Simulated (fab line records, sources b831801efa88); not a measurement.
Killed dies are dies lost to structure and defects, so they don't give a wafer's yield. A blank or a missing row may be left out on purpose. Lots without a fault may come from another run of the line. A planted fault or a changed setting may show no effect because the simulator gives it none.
Split-lot experiment | flow sky130 | 5 lots, 23 wafers read, on a route of 708 steps

THE SPLIT
At SKY_NWELL_IMPLANT_24, the setting energy_kev was moved away from the recipe's 140 on 7 of the 23 wafers read, by -3.5% to +4.6%. The other wafers ran this setting at the recipe's value.

The reading is taken at the split's own step.

THE READING
implant.drp_nm (the simulator's own value, which no gauge read), in nm, at SKY_NWELL_IMPLANT_24. The file gives no usual value for it.

wafer  | tool, chamber at the split | energy_kev as run | against the recipe | implant.drp_nm, nm | against lot-mates on the recipe
L074.1 | implanter-03, 0            | 135.1             | -3.5%              | 94.16              | -1.31
L074.4 | implanter-03, 0            | 135.1             | -3.5%              | 94.16              | -1.31
L074.3 | implanter-03, 0            | 140               | recipe             | 95.47              | -
L074.5 | implanter-03, 0            | 140               | recipe             | 95.47              | -
L074.6 | implanter-03, 0            | 140               | recipe             | 95.47              | -
L080.1 | implanter-04, 0            | 146.4             | +4.6%              | 97.07              | +1.60
L080.2 | implanter-04, 0            | 146.4             | +4.6%              | 97.07              | +1.60
L080.3 | implanter-04, 0            | 146.4             | +4.6%              | 97.07              | +1.60
L080.4 | implanter-04, 0            | 140               | recipe             | 95.47              | -
L080.5 | implanter-04, 0            | 140               | recipe             | 95.47              | -
L081.1 | implanter-03, 0            | 140               | recipe             | 95.47              | -
L081.3 | implanter-03, 0            | 140               | recipe             | 95.47              | -
L081.6 | implanter-03, 0            | 140               | recipe             | 95.47              | -
L083.1 | implanter-02, 0            | 145.7             | +4.1%              | 96.89              | +1.42
L083.4 | implanter-02, 0            | 145.7             | +4.1%              | 96.89              | +1.42
L083.2 | implanter-02, 0            | 140               | recipe             | 95.47              | -
L083.3 | implanter-02, 0            | 140               | recipe             | 95.47              | -
L083.6 | implanter-02, 0            | 140               | recipe             | 95.47              | -
L085.1 | implanter-04, 0            | 140               | recipe             | 95.47              | -
L085.2 | implanter-04, 0            | 140               | recipe             | 95.47              | -
L085.3 | implanter-04, 0            | 140               | recipe             | 95.47              | -
L085.4 | implanter-04, 0            | 140               | recipe             | 95.47              | -
L085.5 | implanter-04, 0            | 140               | recipe             | 95.47              | -

THE FIT
A straight line over all 23 wafers: implant.drp_nm changes by +0.356 nm for each +1% of energy_kev; r = +1.00; the points scatter about the line by 0.021 nm.
The same after taking each lot's own level away (the mean of its wafers on the recipe; 23 wafers): +0.356 nm for each +1%; r = +1.00; scatter 0.021 nm.
On that fit, the largest move of energy_kev shifts the reading by 1.6 nm.
The lots' own levels span 95.470 to 95.470 nm.
So the lot-to-lot level changes the slope little: the two slopes agree.
Check: with one of the wafers moved furthest among these (+4.6%) left out of the fit, the line predicts +1.62 nm for it against its lot-mates. It came out at +1.6 nm against them.

OTHER SPLITS ON THESE WAFERS
These wafers also went through other splits before the reading. Each is held against what the fit with the lots' levels taken away leaves over:
other split on the same wafers      | wafers away from the commonest value | r with implant.drp_nm (lot level and that fit taken away)
SKY_FIELD_ISO_DEVELOP_12 dev_temp_c | 6                                    | -0.27
SKY_FIELD_ISO_OXIDATION_22 temp_c   | 10                                   | -0.14
SKY_FIELD_ISO_WET_ETCH_28 time_s    | 18                                   | -0.02
SKY_NWELL_IMPLANT_11 energy_kev     | 8                                    | +0.00
SKY_NWELL_COAT_18 resist_thk_nm     | 9                                    | +0.12

THE FILE'S OWN FIT
implant.drp_nm changes by +0.356 nm for each +1% of energy_kev, r = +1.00.
